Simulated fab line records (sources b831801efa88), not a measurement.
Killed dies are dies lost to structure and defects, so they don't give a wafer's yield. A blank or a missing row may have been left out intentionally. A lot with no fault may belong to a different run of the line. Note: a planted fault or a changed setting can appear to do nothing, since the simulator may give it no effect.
fab line records    flow sky130
record: lots: 24  wafers: 72  last-day: 50
route steps=708 shown LOCAL_INTERCONNECT@400 CONTACT@406 VIA1@473 METAL3@565 VIA4@651 METAL5@664
lots that met no fault: from a run of the same line without faults
start-h: hours from the record's first day to the start of the lot's first wafer shown    wait-h: how many hours have passed since the lot's step before this one    " the same as in the row above    L1.1+2: several wafers, shown together as one row    - value missing, or start not given    * or withheld: withheld    < > ~ a bound
route shown NAME@n: a module of which the file shows steps, and the number in the route of the first    usual: average and standard deviation across the fault-free wafers    same: alike in all rows    chamber/n: place in a boat    sites: readings site by site    _std_site: their standard deviation    _edge_site: inner sites' mean taken away from outer sites' mean    radius-mm: how far each site lies from the wafer's centre    mask NAME#n: copy n    behind: the last tool/chamber to shape the wafer    hold: why the lot was held/for how many hours/how that ended    device: transistor that didn't switch, given as n, p or np    end of line: tests run on the same wafers once the route is complete    a step given without rows: its recipe and nothing more    killed: count of dies lost to structure and defects at first sort (not the wafer's yield)    map: a wafer's dies, marking killed ones x, the rest . and places with no die _
set.NAME: the setting the step ran with; set.NAME@STEP: the setting that earlier step ran with    model.NAME: the simulator's own value behind a step, which no gauge read
steps of the route over a sample of lots; a table a step, a row a wafer
services: when a tool's chamber went out of use (start-h, in hours from the record's first day, below 0 if earlier), for how many hours, and the reason
== steps ==
step: SKY_LOCAL_INTERCONNECT_ETCH_13
recipe: chemistry: N2/H2  target: BARC  ion-energy-ev: 200  bias-w: 100  pressure-mtorr: 30  n2-flow-sccm: 100  h2-flow-sccm: 200  icp-w: 500  stop-on: SiO2  time-s: 45.9  target-depth-a: 600
usual: drypump-motor-current-A: 5.9/0.67  oes-product-au: 0.855/0.0043  rf-fwd-power-W: 494.2/2.3  throttle-valve-pct: 13.226/0.0078
lot.wafer  tool          chamber  start-h  wait-h  drypump-motor-current-A  oes-product-au  rf-fwd-power-W  rf-hours-counter-h  throttle-valve-pct
L074.4     rie-metal-01  1        701.71   0.0     6.9                      0.853           492.1           -                   13.231
L074.5     "             0        "        "       5.6                      0.851           499.1           -                   13.225
L074.6     "             1        "        "       6.8                      0.848           492.1           -                   13.214
L075.2     rie-metal-03  1        709.19   0.0     5.1                      0.864           497.2           12                  13.216
L075.5     "             1        "        "       5.0                      0.854           494.4           -                   13.231
L075.6     "             0        "        "       5.7                      0.853           493.2           -                   13.222
L076.1     rie-metal-01  1        717.24   0.0     6.8                      0.851           493.9           3                   13.225
L076.5     "             1        "        "       6.8                      0.850           492.9           -                   13.227
L076.6     "             0        "        "       5.6                      0.859           498.5           -                   13.224
L077.2     rie-metal-01  1        728.97   0.0     6.8                      0.855           490.1           4                   13.232
L077.4     "             1        "        "       6.7                      0.860           493.5           -                   13.220
L077.5     "             1        "        "       6.8                      0.852           492.6           -                   13.242
L078.1     rie-metal-01  1        734.39   0.0     6.8                      0.856           492.1           4                   13.227
L078.3     "             0        "        "       5.6                      0.850           498.0           -                   13.232
L078.5     "             1        "        "       6.8                      0.857           492.5           -                   13.231
L079.2     rie-metal-03  1        738.64   0.0     5.1                      0.854           493.5           0                   13.227
L079.3     "             1        "        "       5.1                      0.862           492.3           -                   13.214
L079.4     "             0        "        "       5.7                      0.855           491.9           -                   13.220
L080.1     rie-metal-03  0        745.99   0.0     5.7                      0.856           494.2           10                  13.217
L080.5     "             1        "        "       5.0                      0.855           492.9           -                   13.222
L080.6     "             0        "        "       5.7                      0.856           494.1           -                   13.213
L081.2     rie-metal-03  0        758.44   0.0     5.7                      0.849           494.8           10                  13.223
L081.4     "             0        "        "       5.6                      0.853           497.1           -                   13.242
L081.6     "             1        "        "       5.0                      0.849           492.3           -                   13.231
L083.2     rie-metal-01  0        774.27   0.0     5.6                      0.849           497.8           18                  13.216
L083.3     "             0        "        "       5.6                      0.854           498.4           -                   13.233
L083.5     "             0        "        "       5.6                      0.858           497.7           -                   13.224
L082.1     rie-metal-03  1        775.54   0.0     5.0                      0.852           494.8           1                   13.227
L082.5     "             1        "        "       5.0                      0.858           494.9           -                   13.215
L082.6     "             0        "        "       5.6                      0.851           495.9           -                   13.214
L084.2     rie-metal-01  1        785.42   0.0     6.9                      0.853           491.8           5                   13.231
L084.4     "             1        "        "       6.8                      0.860           491.1           -                   13.220
L084.5     "             1        "        "       6.9                      0.852           492.6           -                   13.229
L085.1     rie-metal-03  1        799.64   0.0     5.1                      0.855           494.0           2                   13.227
L085.3     "             0        "        "       5.7                      0.854           494.5           -                   13.223
L085.6     "             1        "        "       5.0                      0.852           492.4           -                   13.236
L086.2     rie-metal-01  1        805.46   0.0     6.8                      0.859           493.6           -                   13.216
L086.3     "             1        "        "       6.8                      0.851           491.2           -                   13.223
L086.6     "             1        "        "       6.8                      0.862           492.7           -                   13.218
L087.2     rie-metal-01  1        807.51   0.0     6.8                      0.856           492.2           -                   13.235
L087.3     "             1        "        "       6.8                      0.861           491.5           -                   13.215
L087.4     "             1        "        "       6.8                      0.848           495.1           -                   13.227
L088.1     rie-metal-01  0        809.87   0.0     5.6                      0.859           497.3           0                   13.229
L088.4     "             0        "        "       5.6                      0.860           497.7           -                   13.235
L088.5     "             1        "        "       6.8                      0.858           490.1           -                   13.231
L089.3     rie-metal-03  1        827.46   0.0     5.1                      0.859           495.3           -                   13.222
L089.4     "             0        "        "       5.7                      0.856           493.7           -                   13.212
L089.5     "             1        "        "       5.1                      0.861           495.2           -                   13.230
L090.1     rie-metal-02  0        830.72   0.0     6.2                      0.848           495.6           8                   13.238
L090.2     "             1        "        "       6.3                      0.850           494.3           5                   13.228
L090.3     "             1        "        "       6.4                      0.862           492.2           -                   13.223
L091.2     rie-metal-01  0        841.04   0.0     5.6                      0.855           495.9           1                   13.227
L091.4     "             0        "        "       5.6                      0.859           495.2           -                   13.240
L091.5     "             0        "        "       5.6                      0.850           495.4           -                   13.225
L092.3     rie-metal-02  0        849.16   0.0     6.2                      0.849           494.1           -                   13.224
L092.4     "             1        "        "       6.3                      0.859           494.9           -                   13.227
L092.5     "             1        "        "       6.4                      0.843           493.8           -                   13.221
L093.1     rie-metal-03  0        866.32   0.0     5.6                      0.861           492.1           14                  13.207
L093.2     "             1        "        "       5.0                      0.864           494.6           4                   13.234
L093.5     "             1        "        "       5.0                      0.858           492.3           -                   13.224
L094.3     rie-metal-01  0        868.31   0.0     5.6                      0.857           499.2           -                   13.222
L094.4     "             1        "        "       6.8                      0.849           491.1           -                   13.222
L094.5     "             1        "        "       6.8                      0.858           493.1           -                   13.220
L095.1     rie-metal-01  1        872.94   0.0     6.8                      0.861           493.3           9                   13.224
L095.2     "             0        "        "       5.6                      0.859           499.4           2                   13.230
L095.4     "             1        "        "       6.8                      0.852           494.0           -                   13.218
L096.4     rie-metal-03  0        877.51   0.0     5.7                      0.858           493.6           -                   13.231
L096.5     "             1        "        "       5.0                      0.853           493.5           -                   13.236
L096.6     "             0        "        "       5.7                      0.849           495.9           -                   13.240
L097.2     rie-metal-03  0        880.54   0.0     5.7                      0.855           494.4           15                  13.221
L097.3     "             0        "        "       5.7                      0.851           493.2           -                   13.222
L097.5     "             1        "        "       5.1                      0.855           494.4           -                   13.223
step: SKY_CONTACT_CVD_00
recipe: material: Si3N4  target-thk-nm: 75  temp-c: 400  time-s: withheld  rf-w: 450
usual: heater-power-w: 731/98  rf-fwd-power-W: 445.4/1.9
lot.wafer  tool      chamber  start-h  wait-h  heater-power-w  rf-fwd-power-W
L074.4     pecvd-01  1        702.42   0.0     905             443.3
L074.5     "         0        "        "       607             446.8
L074.6     "         2        "        "       665             447.0
L075.2     pecvd-01  1        709.99   0.0     886             447.2
L075.5     "         0        "        "       736             442.7
L075.6     "         1        "        "       929             446.5
L076.1     pecvd-04  0        717.96   0.0     627             446.2
L076.5     "         0        "        "       643             445.3
L076.6     "         2        "        "       913             448.7
L077.2     pecvd-04  1        729.68   0.0     779             447.3
L077.4     "         2        "        "       895             446.3
L077.5     "         0        "        "       663             445.3
L078.1     pecvd-01  2        735.16   0.0     601             448.2
L078.3     "         1        "        "       845             444.0
L078.5     "         0        "        "       728             447.3
L079.2     pecvd-02  0        739.41   0.0     711             444.0
L079.3     "         2        "        "       575             441.5
L079.4     "         1        "        "       815             444.5
L080.1     pecvd-04  1        746.70   0.0     731             444.7
L080.5     "         0        "        "       734             447.9
L080.6     "         2        "        "       764             451.7
L081.2     pecvd-01  0        759.23   0.0     728             446.8
L081.4     "         0        "        "       744             444.4
L081.6     "         2        "        "       588             448.2
L083.2     pecvd-04  2        774.99   0.0     820             448.1
L083.3     "         0        "        "       595             446.9
L083.5     "         2        "        "       810             448.8
L082.1     pecvd-01  0        776.32   0.0     726             444.0
L082.5     "         1        "        "       949             444.6
L082.6     "         0        "        "       713             446.5
L084.2     pecvd-02  1        786.13   0.0     710             442.1
L084.4     "         2        "        "       563             442.5
L084.5     "         1        "        "       743             442.0
L085.1     pecvd-02  2        800.35   0.0     651             444.6
L085.3     "         0        "        "       770             443.4
L085.6     "         0        "        "       755             443.1
L086.2     pecvd-02  2        806.27   0.0     653             445.2
L086.3     "         0        "        "       743             440.7
L086.6     "         1        "        "       724             441.7
L087.2     pecvd-04  0        808.31   0.0     710             444.5
L087.3     "         0        "        "       703             444.7
L087.4     "         2        "        "       920             447.2
L088.1     pecvd-01  2        810.58   0.0     596             446.6
L088.4     "         1        "        "       905             445.7
L088.5     "         2        "        "       573             446.6
L089.3     pecvd-01  1        828.16   0.0     842             446.1
L089.4     "         0        "        "       695             446.1
L089.5     "         2        "        "       611             448.1
L090.1     pecvd-04  0        831.43   0.0     677             444.4
L090.2     "         2        "        "       786             446.3
L090.3     "         1        "        "       830             444.1
L091.2     pecvd-04  2        841.75   0.0     924             448.9
L091.4     "         1        "        "       684             444.8
L091.5     "         2        "        "       900             448.5
L092.3     pecvd-01  2        849.89   0.0     577             446.8
L092.4     "         2        "        "       581             448.5
L092.5     "         0        "        "       726             446.7
L093.1     pecvd-01  1        867.03   0.0     811             445.0
L093.2     "         2        "        "       661             448.9
L093.5     "         1        "        "       866             447.3
L094.3     pecvd-04  0        869.04   0.0     697             445.3
L094.4     "         1        "        "       718             444.5
L094.5     "         0        "        "       731             447.7
L095.1     pecvd-04  1        873.69   0.0     721             445.7
L095.2     "         2        "        "       755             444.8
L095.4     "         0        "        "       708             446.5
L096.4     pecvd-01  0        878.21   0.0     681             445.5
L096.5     "         1        "        "       787             443.0
L096.6     "         2        "        "       651             446.4
L097.2     pecvd-01  1        881.29   0.0     897             442.8
L097.3     "         2        "        "       673             446.5
L097.5     "         0        "        "       626             445.1
step: SKY_VIA1_ETCH_15
recipe: target: SiO2  chemistry: C4F8/O2/Ar  target-depth-nm: 351  stop-on: TiN  mask-material: KrF-thick  source-w: 1500  bias-w: 1200  pressure-mtorr: 40  c4f8-flow-sccm: withheld  O2_flow_sccm: 6  Ar_flow_sccm: 300  time-s: 54
usual: oes-product-au: 0.980/0.0053  rf-fwd-power-W: 1486/5.6
lot.wafer  tool         chamber  start-h  wait-h  oes-product-au  rf-fwd-power-W  rf-hours-counter-h
L074.4     rie-diel-03  0        789.33   0.0     0.982           1491            15
L074.5     "            0        "        "       0.979           1487            -
L074.6     "            1        "        "       0.976           1488            -
L075.2     rie-diel-04  1        799.33   0.0     0.982           1492            6
L075.5     "            0        "        "       0.982           1485            -
L075.6     "            1        "        "       0.979           1487            -
L076.1     rie-diel-02  2        805.41   0.0     0.984           1484            2
L076.5     "            3        "        "       0.980           1485            -
L076.6     "            2        "        "       0.977           1485            -
L077.2     rie-diel-02  3        815.68   0.0     0.978           1485            17
L077.4     "            2        "        "       0.983           1483            -
L077.5     "            3        "        "       0.994           1485            -
L078.1     rie-diel-02  2        822.40   0.0     0.989           1483            2
L078.3     "            2        "        "       0.983           1486            -
L078.5     "            3        "        "       0.985           1483            -
L079.2     rie-diel-03  0        826.78   0.0     0.984           1489            16
L079.3     "            2        "        "       0.975           1473            24
L079.4     "            1        "        "       0.978           1486            8
L080.1     rie-diel-04  2        832.38   0.0     0.980           1500            16
L080.5     "            3        "        "       0.965           1480            -
L080.6     "            0        "        "       0.983           1488            -
L081.2     rie-diel-04  3        845.53   0.0     0.978           1482            17
L081.4     "            1        "        "       0.987           1488            7
L081.6     "            2        "        "       0.977           1491            -
L083.2     rie-diel-04  3        860.03   0.0     0.973           1480            18
L083.3     "            2        "        "       0.985           1484            17
L083.5     "            1        "        "       0.980           1484            -
L082.1     rie-diel-03  1        862.08   0.0     0.985           1480            9
L082.5     "            1        "        "       0.981           1479            -
L082.6     "            0        "        "       0.972           1484            -
L084.2     rie-diel-02  3        870.86   0.0     0.982           1479            19
L084.4     "            0        "        "       0.971           1484            2
L084.5     "            0        "        "       0.979           1488            -
L085.1     rie-diel-02  0        884.41   0.0     0.982           1487            2
L085.3     "            3        "        "       0.967           1494            20
L085.6     "            2        "        "       0.978           1482            -
L086.2     rie-diel-03  2        890.38   0.0     0.987           1478            1
L086.3     "            1        "        "       0.979           1485            10
L086.6     "            0        "        "       0.973           1493            -
L087.2     rie-diel-04  3        892.76   0.0     0.980           1481            18
L087.3     "            2        "        "       0.981           1486            18
L087.4     "            0        "        "       0.975           1482            1
L088.1     rie-diel-02  2        895.63   0.0     0.985           1487            4
L088.4     "            0        "        "       0.977           1490            3
L088.5     "            2        "        "       0.983           1480            -
L089.3     rie-diel-04  1        911.18   0.0     0.983           1497            9
L089.4     "            0        "        "       0.979           1488            1
L089.5     "            0        "        "       0.972           1485            -
L090.1     rie-diel-04  3        913.13   0.0     0.978           1484            19
L090.2     "            0        "        "       0.973           1492            1
L090.3     "            2        "        "       0.979           1488            18
L091.2     rie-diel-02  2        923.81   0.0     0.982           1496            6
L091.4     "            3        "        "       0.988           1489            21
L091.5     "            0        "        "       0.976           1490            -
L092.3     rie-diel-02  1        930.41   0.0     0.981           1482            18
L092.4     "            3        "        "       0.982           1489            22
L092.5     "            1        "        "       0.975           1481            -
L093.1     rie-diel-04  1        947.63   0.0     0.987           1487            10
L093.2     "            3        "        "       0.974           1472            20
L093.5     "            0        "        "       0.977           1484            -
L094.3     rie-diel-02  3        948.91   0.0     0.981           1491            22
L094.4     "            2        "        "       0.987           1495            6
L094.5     "            0        "        "       0.978           1492            -
L095.1     rie-diel-02  1        952.26   0.0     0.986           1480            19
L095.2     "            2        "        "       0.984           1490            6
L095.4     "            2        "        "       0.983           1492            -
L096.4     rie-diel-03  0        956.03   0.0     0.978           1491            20
L096.5     "            1        "        "       0.984           1492            -
L096.6     "            2        "        "       0.978           1484            -
L097.2     rie-diel-03  3        959.43   0.0     0.985           1486            12
L097.3     "            0        "        "       0.988           1488            20
L097.5     "            2        "        "       0.980           1475            -
step: SKY_METAL3_DESCUM_15
recipe: chemistry: O2  source-power-w: 150  bias-power-w: 0  pressure-mtorr: 10  temp-c: 40  time-s: 8
usual: drypump-motor-current-A: 5.9/0.61  oes-product-au: 0.992/0.011  rf-fwd-power-W: 146.8/0.91
lot.wafer  tool          chamber  start-h  wait-h  drypump-motor-current-A  oes-product-au  rf-fwd-power-W  rf-hours-counter-h
L074.4     rie-metal-02  0        901.55   0.0     6.2                      1.007           147.2           -
L074.5     "             0        "        "       6.1                      1.018           146.7           -
L074.6     "             1        "        "       6.3                      1.010           146.5           -
L075.2     rie-metal-01  1        910.42   0.0     6.8                      0.978           146.4           11
L075.5     "             1        "        "       6.8                      0.979           146.4           -
L075.6     "             0        "        "       5.6                      1.004           148.6           -
L076.1     rie-metal-01  1        915.77   0.0     6.9                      0.980           146.2           12
L076.5     "             1        "        "       6.8                      0.977           146.4           -
L076.6     "             0        "        "       5.6                      0.978           148.1           -
L077.2     rie-metal-03  0        924.47   0.0     5.7                      1.015           145.9           16
L077.4     "             1        "        "       5.0                      0.991           145.8           -
L077.5     "             1        "        "       5.0                      1.001           146.2           -
L078.1     rie-metal-01  0        931.34   0.0     5.6                      0.984           147.5           5
L078.3     "             0        "        "       5.6                      0.976           147.7           -
L078.5     "             1        "        "       6.8                      0.975           146.5           -
L079.2     rie-metal-02  1        935.22   0.0     6.3                      0.979           145.3           10
L079.3     "             0        "        "       6.1                      0.996           147.3           -
L079.4     "             1        "        "       6.3                      0.994           145.9           -
L080.1     rie-metal-01  1        939.82   0.0     6.8                      0.981           146.5           13
L080.5     "             1        "        "       6.8                      0.984           146.5           -
L080.6     "             0        "        "       5.6                      0.989           149.0           -
L081.2     rie-metal-02  0        951.89   0.0     6.2                      0.990           148.0           13
L081.4     "             1        "        "       6.3                      1.001           146.1           -
L081.6     "             1        "        "       6.3                      0.994           145.5           -
L083.2     rie-metal-02  0        966.94   0.0     6.2                      1.007           147.1           14
L083.3     "             0        "        "       6.2                      1.004           147.4           -
L083.5     "             1        "        "       6.3                      1.005           147.2           -
L082.1     rie-metal-01  1        967.54   0.0     6.8                      0.976           145.6           14
L082.5     "             0        "        "       5.6                      0.993           147.6           -
L082.6     "             1        "        "       6.8                      0.977           145.7           -
L084.2     rie-metal-02  1        975.74   0.0     6.3                      0.991           145.7           12
L084.4     "             0        "        "       6.2                      1.012           146.7           -
L084.5     "             1        "        "       6.3                      0.992           145.2           -
L085.1     rie-metal-03  1        990.42   0.0     5.0                      1.003           146.5           10
L085.3     "             1        "        "       5.0                      0.997           146.6           -
L085.6     "             1        "        "       5.0                      0.992           146.3           -
L086.2     rie-metal-03  1        993.95   0.0     5.0                      0.999           146.4           -
L086.3     "             1        "        "       5.0                      0.992           147.0           -
L086.6     "             1        "        "       5.0                      0.992           146.5           -
L087.2     rie-metal-03  1        997.28   0.0     5.1                      0.988           146.4           -
L087.3     "             1        "        "       5.1                      0.982           146.3           -
L087.4     "             1        "        "       5.0                      0.997           145.7           -
L088.1     rie-metal-01  1        999.17   0.0     6.8                      0.990           147.0           17
L088.4     "             1        "        "       6.8                      0.985           146.7           -
L088.5     "             0        "        "       5.6                      1.009           148.0           -
L089.3     rie-metal-03  0        1015.00  0.0     5.7                      0.993           146.3           -
L089.4     "             1        "        "       5.0                      0.983           145.5           -
L089.5     "             1        "        "       5.0                      0.995           145.7           -
L090.1     rie-metal-02  0        1015.52  0.0     6.2                      1.001           147.1           17
L090.2     "             1        "        "       6.3                      0.991           146.9           14
L090.3     "             1        "        "       6.3                      0.993           146.9           -
L091.2     rie-metal-02  0        1025.69  0.0     6.2                      0.991           148.1           17
L091.4     "             1        "        "       6.3                      0.977           146.1           -
L091.5     "             1        "        "       6.3                      0.976           146.2           -
L092.3     rie-metal-02  0        1029.05  0.0     6.1                      1.001           147.7           -
L092.4     "             1        "        "       6.3                      0.990           147.1           -
L092.5     "             1        "        "       6.3                      0.989           146.8           -
L093.1     rie-metal-01  0        1046.84  0.0     5.6                      0.994           148.5           12
L093.2     "             1        "        "       6.8                      0.984           146.9           20
L093.5     "             0        "        "       5.6                      0.990           147.9           -
L094.3     rie-metal-03  0        1047.30  0.0     5.6                      0.997           146.7           -
L094.4     "             1        "        "       5.0                      0.995           145.6           -
L094.5     "             0        "        "       5.7                      0.992           146.6           -
L095.1     rie-metal-01  1        1052.62  0.0     6.8                      0.996           145.5           20
L095.2     "             0        "        "       5.6                      1.007           147.9           13
L095.4     "             0        "        "       5.6                      1.000           148.3           -
L096.4     rie-metal-03  1        1053.65  0.0     5.0                      0.987           146.3           -
L096.5     "             0        "        "       5.7                      0.988           145.6           -
L096.6     "             1        "        "       5.0                      0.983           147.0           -
L097.2     rie-metal-01  1        1056.14  0.0     6.8                      0.977           146.2           20
L097.3     "             0        "        "       5.6                      0.996           148.4           -
L097.5     "             1        "        "       6.8                      0.977           146.7           -
step: SKY_VIA4_ETCH_12
recipe: target: SiO2  chemistry: C4F8/O2/Ar  stop-on: TiN  mask-material: NOVOLAK  source-w: 1500  bias-w: 1200  pressure-mtorr: 40  c4f8-flow-sccm: withheld  O2_flow_sccm: 6  Ar_flow_sccm: 300  time-s: withheld  target-depth-a: 5800
usual: oes-product-au: 0.926/0.0046  rf-fwd-power-W: 1491/5
lot.wafer  tool         chamber  start-h  wait-h  oes-product-au  rf-fwd-power-W
L074.4     rie-diel-03  2        1003.95  0.0     0.927           1487
L074.5     "            3        "        "       0.935           1493
L074.6     "            0        "        "       0.928           1489
L075.2     rie-diel-01  0        1011.37  0.0     0.928           1491
L075.5     "            1        "        "       0.926           1482
L075.6     "            0        "        "       0.928           1493
L076.1     rie-diel-04  1        1017.72  0.0     0.933           1494
L076.5     "            0        "        "       0.927           1492
L076.6     "            3        "        "       0.934           1493
L077.2     rie-diel-04  3        1025.22  0.0     0.922           1497
L077.4     "            1        "        "       0.929           1492
L077.5     "            1        "        "       0.932           1493
L078.1     rie-diel-04  2        1031.05  0.0     0.921           1493
L078.3     "            1        "        "       0.921           1491
L078.5     "            0        "        "       0.919           1495
L079.2     rie-diel-04  1        1034.37  0.0     0.921           1490
L079.3     "            3        "        "       0.917           1488
L079.4     "            2        "        "       0.925           1486
L080.1     rie-diel-01  0        1037.52  0.0     0.925           1482
L080.5     "            1        "        "       0.933           1491
L080.6     "            0        "        "       0.922           1489
L081.2     rie-diel-01  0        1050.57  0.0     0.926           1490
L081.4     "            2        "        "       0.928           1484
L081.6     "            0        "        "       0.926           1496
L082.1     rie-diel-03  3        1064.17  0.0     0.917           1502
L082.5     "            3        "        "       0.923           1495
L082.6     "            2        "        "       0.925           1484
L083.2     rie-diel-04  0        1064.52  0.0     0.921           1497
L083.3     "            2        "        "       0.917           1496
L083.5     "            3        "        "       0.916           1492
L084.2     rie-diel-01  3        1071.30  0.0     0.930           1499
L084.4     "            0        "        "       0.931           1490
L084.5     "            2        "        "       0.923           1491
L085.1     rie-diel-01  0        1084.52  0.0     0.934           1492
L085.3     "            3        "        "       0.931           1491
L085.6     "            3        "        "       0.924           1495
L086.2     rie-diel-03  1        1086.95  0.0     0.933           1488
L086.3     "            2        "        "       0.927           1488
L086.6     "            0        "        "       0.931           1494
L087.2     rie-diel-01  2        1090.82  0.0     0.922           1490
L087.3     "            1        "        "       0.930           1484
L087.4     "            0        "        "       0.922           1494
L088.1     rie-diel-04  1        1091.10  0.0     0.925           1488
L088.4     "            3        "        "       0.918           1491
L088.5     "            0        "        "       0.916           1495
L089.3     rie-diel-04  1        1106.40  0.0     0.920           1490
L089.4     "            3        "        "       0.917           1495
L089.5     "            1        "        "       0.927           1492
L090.1     rie-diel-01  0        1106.70  0.0     0.925           1491
L090.2     "            2        "        "       0.923           1488
L090.3     "            1        "        "       0.925           1490
L091.2     rie-diel-04  0        1117.77  0.0     0.925           1491
L091.4     "            3        "        "       0.926           1492
L091.5     "            1        "        "       0.928           1491
L092.3     rie-diel-03  2        1118.70  0.0     0.928           1485
L092.4     "            1        "        "       0.926           1488
L092.5     "            3        "        "       0.921           1494
L093.1     rie-diel-03  3        1134.62  0.0     0.928           1493
L093.2     "            2        "        "       0.920           1490
L093.5     "            2        "        "       0.934           1497
L094.3     rie-diel-01  0        1134.90  0.0     0.926           1497
L094.4     "            2        "        "       0.920           1481
L094.5     "            1        "        "       0.924           1496
L095.1     rie-diel-03  1        1138.12  0.0     0.925           1489
L095.2     "            2        "        "       0.932           1490
L095.4     "            1        "        "       0.923           1488
L096.4     rie-diel-03  3        1139.96  0.0     0.927           1495
L096.5     "            1        "        "       0.922           1488
L096.6     "            2        "        "       0.921           1480
L097.2     rie-diel-03  1        1141.85  0.0     0.935           1485
L097.3     "            2        "        "       0.924           1486
L097.5     "            1        "        "       0.929           1484
step: SKY_METAL5_SPUTTER_03
recipe: material: Ti  target-thk-nm: 5  power-w: 3000  time-s: 3.3  chamber-pressure-pa: 0.4
usual: throttle-valve-pct: 29.8/0.82
lot.wafer  tool            chamber  start-h  wait-h  throttle-valve-pct
L074.4     pvd-sputter-03  -        1005.42  0.0     29.0
L074.5     "               -        "        "       30.1
L074.6     "               -        "        "       31.1
L075.2     pvd-sputter-04  -        1013.17  0.0     31.1
L075.5     "               -        "        "       29.3
L075.6     "               -        "        "       29.6
L076.1     pvd-sputter-04  -        1019.22  0.0     30.7
L076.5     "               -        "        "       29.3
L076.6     "               -        "        "       28.6
L077.2     pvd-sputter-04  -        1026.69  0.0     30.8
L077.4     "               -        "        "       28.9
L077.5     "               -        "        "       29.5
L078.1     pvd-sputter-03  -        1032.51  0.0     28.9
L078.3     "               -        "        "       30.0
L078.5     "               -        "        "       28.9
L079.2     pvd-sputter-03  -        1035.83  0.0     30.1
L079.3     "               -        "        "       28.9
L079.4     "               -        "        "       31.0
L080.1     pvd-sputter-03  -        1038.98  0.0     30.9
L080.5     "               -        "        "       29.1
L080.6     "               -        "        "       31.2
L081.2     pvd-sputter-01  -        1052.08  0.0     30.1
L081.4     "               -        "        "       30.8
L081.6     "               -        "        "       30.2
L082.1     pvd-sputter-04  -        1065.63  0.0     29.0
L082.5     "               -        "        "       31.0
L082.6     "               -        "        "       29.8
L083.2     pvd-sputter-01  -        1065.98  0.0     30.4
L083.3     "               -        "        "       29.4
L083.5     "               -        "        "       30.4
L084.2     pvd-sputter-01  -        1072.76  0.0     30.0
L084.4     "               -        "        "       30.3
L084.5     "               -        "        "       28.7
L085.1     pvd-sputter-04  -        1086.19  0.0     30.9
L085.3     "               -        "        "       29.8
L085.6     "               -        "        "       29.2
L086.2     pvd-sputter-01  -        1088.41  0.0     28.8
L086.3     "               -        "        "       30.1
L086.6     "               -        "        "       30.3
L087.2     pvd-sputter-04  -        1092.28  0.0     28.9
L087.3     "               -        "        "       29.5
L087.4     "               -        "        "       29.4
L088.1     pvd-sputter-04  -        1092.56  0.0     29.3
L088.4     "               -        "        "       31.0
L088.5     "               -        "        "       28.5
L089.3     pvd-sputter-04  -        1107.86  0.0     28.8
L089.4     "               -        "        "       29.6
L089.5     "               -        "        "       31.2
L090.1     pvd-sputter-01  -        1108.17  0.0     28.9
L090.2     "               -        "        "       30.8
L090.3     "               -        "        "       29.4
L091.2     pvd-sputter-04  -        1119.23  0.0     29.5
L091.4     "               -        "        "       28.9
L091.5     "               -        "        "       30.6
L092.3     pvd-sputter-01  -        1120.23  0.0     29.4
L092.4     "               -        "        "       28.7
L092.5     "               -        "        "       30.9
L093.1     pvd-sputter-01  -        1136.14  0.0     30.5
L093.2     "               -        "        "       29.2
L093.5     "               -        "        "       29.0
L094.3     pvd-sputter-04  -        1136.45  0.0     28.9
L094.4     "               -        "        "       29.7
L094.5     "               -        "        "       28.7
L095.1     pvd-sputter-01  -        1139.58  0.0     28.6
L095.2     "               -        "        "       29.7
L095.4     "               -        "        "       30.6
L096.4     pvd-sputter-01  -        1141.38  0.0     30.0
L096.5     "               -        "        "       30.3
L096.6     "               -        "        "       28.5
L097.2     pvd-sputter-01  -        1143.31  0.0     30.7
L097.3     "               -        "        "       28.7
L097.5     "               -        "        "       29.3
== services ==
tool          chamber  start-h  hours  kind
rie-diel-04   2        681.56   11.1   repair
rie-metal-03  -        682.47   1.4    pm
rie-diel-04   3        692.08   4.6    repair
pecvd-01      1        724.77   5.5    repair
rie-diel-03   0        728.35   3.4    repair
rie-metal-01  1        752.13   20.3   repair
rie-diel-04   1        760.56   15.0   repair
pecvd-01      0        765.19   10.6   repair
rie-diel-04   1        777.29   9.5    repair
rie-diel-04   0        806.22   2.4    repair
pecvd-01      -        854.31   0.8    repair
rie-diel-04   3        877.54   2.0    repair
rie-diel-03   0        942.80   2.8    repair
rie-metal-03  -        960.31   2.8    pm
rie-metal-01  -        1031.56  0.8    repair
rie-diel-03   -        1044.62  12.1   repair
rie-diel-03   2        1070.43  4.6    repair
rie-diel-04   2        1086.91  66.1   repair
rie-metal-01  -        1088.78  1.1    repair
pecvd-01      -        1097.67  1.0    repair
rie-diel-04   0        1117.96  13.4   repair
rie-diel-03   0        1137.41  9.2    repair
rie-metal-01  0        1138.94  17.7   repair
rie-diel-04   -        1142.14  19.5   repair
== key ==
fault none
